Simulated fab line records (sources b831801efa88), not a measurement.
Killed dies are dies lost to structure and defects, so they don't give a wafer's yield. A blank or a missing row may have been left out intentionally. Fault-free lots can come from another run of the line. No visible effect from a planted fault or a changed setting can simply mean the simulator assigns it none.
fab line records | flow sky130 | part 2 of 2: steps 31 to 41 of 41
record lots=5 wafers=15 lastDay=50
route steps=708 shown POLY_GATE@235 LDD_N@237 LDD_P@255 LDD_HVN@267
lots untouched by any fault: they come from a run of this same line in which no faults occurred
startH: the number of hours between the record's first day and the start of the first shown wafer of the lot | waitH: time in hours since the lot's previous step | " repeats the value in the row above | L1.1+2: a single row standing in for several wafers | - either no value or no given start | * or withheld: withheld | < > ~ a bound
route shown NAME@n: a module of which the file shows steps, and the number in the route of the first | usual: mean and standard deviation over wafers with no fault | same: alike in all rows | chamber/n: place in a boat | sites: each site's reading | _std_site: standard deviation of those values | _edge_site: the outer-site mean with the inner-site mean subtracted | radiusMm: for every site, how far away it sits from the centre of the wafer | mask NAME#n: copy n | behind: the tool/chamber that last shaped the wafer | hold: reason for holding the lot/hours on hold/outcome of the hold | device: which transistor (n, p or np) failed to switch | end of line: at the end of the route, the tests of the same wafers | step lacking rows: just its recipe | killed: dies that structure and defects cost at the first sort, which is not the same as the wafer's yield | map: per-die view of a wafer (x killed, . not killed, _ where there is no die)
set.NAME: the setting that was run; set.NAME@STEP: the one run at that earlier step | model.NAME: the simulator's own value behind a step, which no gauge read
certain route steps with their lots: each step a table, each wafer a row
services: a tool's chamber out of use, with start hour (startH, from the record's first day; less than 0 if before it), hours out, and reason
## steps
# step SKY_LDD_P_STRIP_10
# recipe chemistry=O2/N2 powerW=1400 pressureMtorr=1500 platenTempC=withheld o2FlowSccm=3000 n2FlowSccm=300 overashFraction=0.5
# usual drypumpMotorCurrentA=5.8/0.42 oesProductAu=0.716/0.0049 stripTimeToEndpointS=14.18/0.04
# columns lot.wafer tool chamber startH waitH drypumpMotorCurrentA oesProductAu rfHoursCounterH stripTimeToEndpointS
L077.1 plasmaAsher-01 0 473.79 0.1 6.4 0.722 76 14.17
L077.4 " 1 " " 5.4 0.721 - 14.21
L077.6 " 1 " " 5.4 0.711 - 14.16
L084.2 plasmaAsher-04 1 538.46 0.1 5.7 0.710 35 14.19
L084.4 " 1 " " 5.7 0.711 - 14.19
L084.6 " 0 " " 6.0 0.712 - 14.19
L089.1 plasmaAsher-03 1 574.61 0.1 6.0 0.724 79 14.20
L089.3 " 1 " " 6.0 0.717 - 14.21
L089.4 " 0 " " 5.0 0.714 - 14.17
L093.3 plasmaAsher-03 1 609.32 0.1 6.0 0.717 - 14.22
L093.4 " 0 " " 5.0 0.709 - 14.25
L093.5 " 1 " " 6.0 0.716 - 14.20
L096.2 plasmaAsher-01 0 625.36 0.1 6.3 0.730 90 14.22
L096.3 " 0 " " 6.3 0.723 - 14.27
L096.4 " 1 " " 5.4 0.714 - 14.22
# step SKY_LDD_P_TW_MEAS_11
# usual LDD_P_TW=626/8.4
# columns lot.wafer tool chamber startH waitH LDD_P_TW
L077.1 filmMetro-01 - 473.89 0.1 623
L077.4 " - " " 623
L077.6 " - " " 628
L084.2 filmMetro-04 - 538.57 0.1 637
L084.4 " - " " 638
L084.6 " - " " 638
L089.1 filmMetro-01 - 574.71 0.1 625
L089.3 " - " " 620
L089.4 " - " " 621
L093.3 filmMetro-01 - 609.40 0.1 621
L093.4 " - " " 623
L093.5 " - " " 622
L096.2 filmMetro-02 - 625.47 0.1 613
L096.3 " - " " 616
L096.4 " - " " 618
# step SKY_LDD_HVN_DEHYDRATE_00
# recipe tempC=200 timeS=60
# usual exhaustPa=44.9/0.84
# same timeS=60
# columns lot.wafer tool chamber startH waitH exhaustPa
L077.1 lithoTrack-01 0 489.70 15.8 45.8
L077.4 " 0 " " 44.7
L077.6 " 0 " " 45.4
L084.2 lithoTrack-01 0 552.67 14.1 44.3
L084.4 " 0 " " 46.1
L084.6 " 0 " " 45.9
L089.1 lithoTrack-03 0 589.50 14.8 44.4
L089.3 " 0 " " 42.8
L089.4 " 0 " " 44.8
L093.3 lithoTrack-02 0 624.08 14.7 44.9
L093.4 " 0 " " 45.1
L093.5 " 0 " " 45.3
L096.2 lithoTrack-01 0 639.67 14.2 44.4
L096.3 " 0 " " 44.9
L096.4 " 0 " " 45.6
# step SKY_LDD_HVN_HMDS_01
# recipe primeTimeS=60 primeTempC=120
# usual exhaustPa=45.1/0.87
# columns lot.wafer tool chamber startH waitH exhaustPa
L077.1 lithoTrack-01 0 489.85 0.1 45.9
L077.4 " 0 " " 43.8
L077.6 " 0 " " 46.0
L084.2 lithoTrack-01 0 552.82 0.1 43.9
L084.4 " 0 " " 45.3
L084.6 " 0 " " 45.3
L089.1 lithoTrack-03 0 589.65 0.1 45.5
L089.3 " 0 " " 44.1
L089.4 " 0 " " 44.5
L093.3 lithoTrack-02 0 624.23 0.1 44.5
L093.4 " 0 " " 45.8
L093.5 " 0 " " 45.1
L096.2 lithoTrack-01 0 639.82 0.1 45.9
L096.3 " 0 " " 45.7
L096.4 " 0 " " 44.5
# step SKY_LDD_HVN_COAT_02
# recipe resist=NOVOLAK spinRpm=3000 resistThkNm=300
# usual dispensePressureKPa=49.8/1.6 exhaustPa=45.2/0.9
# columns lot.wafer tool chamber startH waitH dispensePressureKPa exhaustPa
L077.1 lithoTrack-01 0 490.00 0.1 47.4 46.5
L077.4 " 0 " " 47.4 46.9
L077.6 " 0 " " 47.3 44.3
L084.2 lithoTrack-01 0 552.97 0.1 47.3 44.7
L084.4 " 0 " " 47.3 46.1
L084.6 " 0 " " 47.4 46.9
L089.1 lithoTrack-03 0 589.80 0.1 50.0 46.9
L089.3 " 0 " " 49.9 46.1
L089.4 " 0 " " 49.9 45.3
L093.3 lithoTrack-02 0 624.38 0.1 51.3 45.3
L093.4 " 0 " " 51.3 45.8
L093.5 " 0 " " 51.4 45.2
L096.2 lithoTrack-01 0 639.97 0.1 47.4 44.7
L096.3 " 0 " " 47.4 44.2
L096.4 " 0 " " 47.4 45.2
# step SKY_LDD_HVN_SOFTBAKE_03
# recipe tempC=90 timeS=60 resist=NOVOLAK
# usual exhaustPa=45.0/0.85
# same timeS=60
# columns lot.wafer tool chamber startH waitH exhaustPa
L077.1 lithoTrack-01 0 490.15 0.1 46.1
L077.4 " 0 " " 44.2
L077.6 " 0 " " 46.1
L084.2 lithoTrack-01 0 553.12 0.1 44.7
L084.4 " 0 " " 43.8
L084.6 " 0 " " 45.3
L089.1 lithoTrack-03 0 589.95 0.1 46.1
L089.3 " 0 " " 45.5
L089.4 " 0 " " 44.6
L093.3 lithoTrack-02 0 624.53 0.1 43.8
L093.4 " 0 " " 44.2
L093.5 " 0 " " 45.2
L096.2 lithoTrack-01 0 640.12 0.1 45.2
L096.3 " 0 " " 44.9
L096.4 " 0 " " 46.1
# step SKY_LDD_HVN_EXPOSE_04
# recipe maskId=HVNTM na=0.6 sourceShape=conventional sigmaOuter=0.6 polarization=unpolarized targetCdNm=700 doseMj=127
# same na=0.6
# columns lot.wafer tool chamber startH waitH mask
L077.1+4+6 ilineStepper-01 0 - - HVNTM#0
L084.2+4+6 ilineStepper-02 0 - - HVNTM#0
L089.1+3+4 ilineStepper-01 0 - - HVNTM#0
L093.3+4+5 ilineStepper-01 0 - - HVNTM#0
L096.2+3+4 ilineStepper-01 0 - - HVNTM#0
# step SKY_LDD_HVN_PEB_05
# recipe tempC=withheld timeS=* resist=NOVOLAK
# usual exhaustPa=45.0/0.9
# same timeS=*
# columns lot.wafer tool chamber startH waitH exhaustPa
L077.1 lithoTrack-01 0 - - 46.6
L077.4 " 0 " " 45.7
L077.6 " 0 " " 46.1
L084.2 lithoTrack-03 0 - - 43.9
L084.4 " 0 " " 45.1
L084.6 " 0 " " 45.1
L089.1 lithoTrack-01 0 - - 43.4
L089.3 " 0 " " 44.5
L089.4 " 0 " " 43.9
L093.3 lithoTrack-02 0 - - 44.8
L093.4 " 0 " " 45.2
L093.5 " 0 " " 44.4
L096.2 lithoTrack-02 0 - - 45.9
L096.3 " 0 " " 44.7
L096.4 " 0 " " 45.0
# step SKY_LDD_HVN_DEVELOP_06
# recipe resist=NOVOLAK developer=TMAH developTimeS=60 devTempC=23
# usual exhaustPa=45.0/0.85
# columns lot.wafer tool chamber startH waitH exhaustPa
L077.1 lithoTrack-01 0 505.50 0.1 44.7
L077.4 " 0 " " 43.7
L077.6 " 0 " " 43.8
L084.2 lithoTrack-03 0 567.53 0.1 44.3
L084.4 " 0 " " 43.3
L084.6 " 0 " " 45.1
L089.1 lithoTrack-01 0 604.65 0.1 45.6
L089.3 " 0 " " 44.5
L089.4 " 0 " " 44.6
L093.3 lithoTrack-02 0 639.03 0.1 45.8
L093.4 " 0 " " 44.9
L093.5 " 0 " " 44.1
L096.2 lithoTrack-02 0 654.96 0.1 46.1
L096.3 " 0 " " 44.4
L096.4 " 0 " " 46.8
# step SKY_LDD_HVN_OVL_MEAS_07
# usual LDD_HVN_OVL=1.0/1.5
# columns lot.wafer tool chamber startH waitH LDD_HVN_OVL[nm]
L077.1 overlay-02 - 505.65 0.1 2.0
L077.4 " - " " 0.1
L077.6 " - " " 1.0
L084.2 overlay-02 - 567.66 0.1 2.0
L084.4 " - " " 1.2
L084.6 " - " " 0.7
L089.1 overlay-02 - 604.80 0.1 -0.3
L089.3 " - " " -2.0
L089.4 " - " " -0.4
L093.3 overlay-02 - 639.14 0.1 0.8
L093.4 " - " " -0.2
L093.5 " - " " -0.3
L096.2 overlay-02 - 655.09 0.1 0.0
L096.3 " - " " 1.0
L096.4 " - " " 0.1
# step SKY_LDD_HVN_IMPLANT_08
# recipe species=P energyKev=60 doseCm2=3e+13 tiltDeg=40
# columns lot.wafer tool chamber startH waitH
L077.1+4+6 implanter-04 0 505.68 0.0
L084.2+4+6 implanter-04 0 567.71 0.0
L089.1+3+4 implanter-02 0 604.83 0.0
L093.3+4+5 implanter-02 0 639.22 0.1
L096.2+3+4 implanter-04 0 655.14 0.0
## services
# columns tool chamber startH hours kind
implanter-03 - 417.94 2.4 repair
ilineStepper-01 - 423.63 36.0 repair
implanter-01 - 426.31 0.9 repair
implanter-04 - 434.67 4.3 pm
implanter-01 - 447.35 4.2 repair
ilineStepper-01 - 459.62 1.7 pm
plasmaAsher-03 - 484.67 0.5 repair
implanter-02 - 512.27 2.7 repair
implanter-01 - 521.59 2.1 repair
implanter-01 - 536.58 0.8 repair
lithoTrack-01 - 545.01 - consumableReplace:filter
ilineStepper-01 - 551.68 2.1 pm
lithoTrack-02 - 552.41 - consumableReplace:filter
ilineStepper-01 - 556.45 0.8 repair
implanter-03 - 560.25 6.0 repair
implanter-01 - 562.96 8.7 repair
ilineStepper-02 - 568.11 5.8 repair
plasmaAsher-01 - 573.90 4.4 repair
plasmaAsher-01 - 587.94 4.5 repair
implanter-03 - 589.42 9.1 repair
implanter-02 - 601.50 2.8 repair
ilineStepper-02 - 608.64 1.7 pm
ilineStepper-02 - 613.77 0.7 repair
implanter-01 - 649.98 1.8 repair
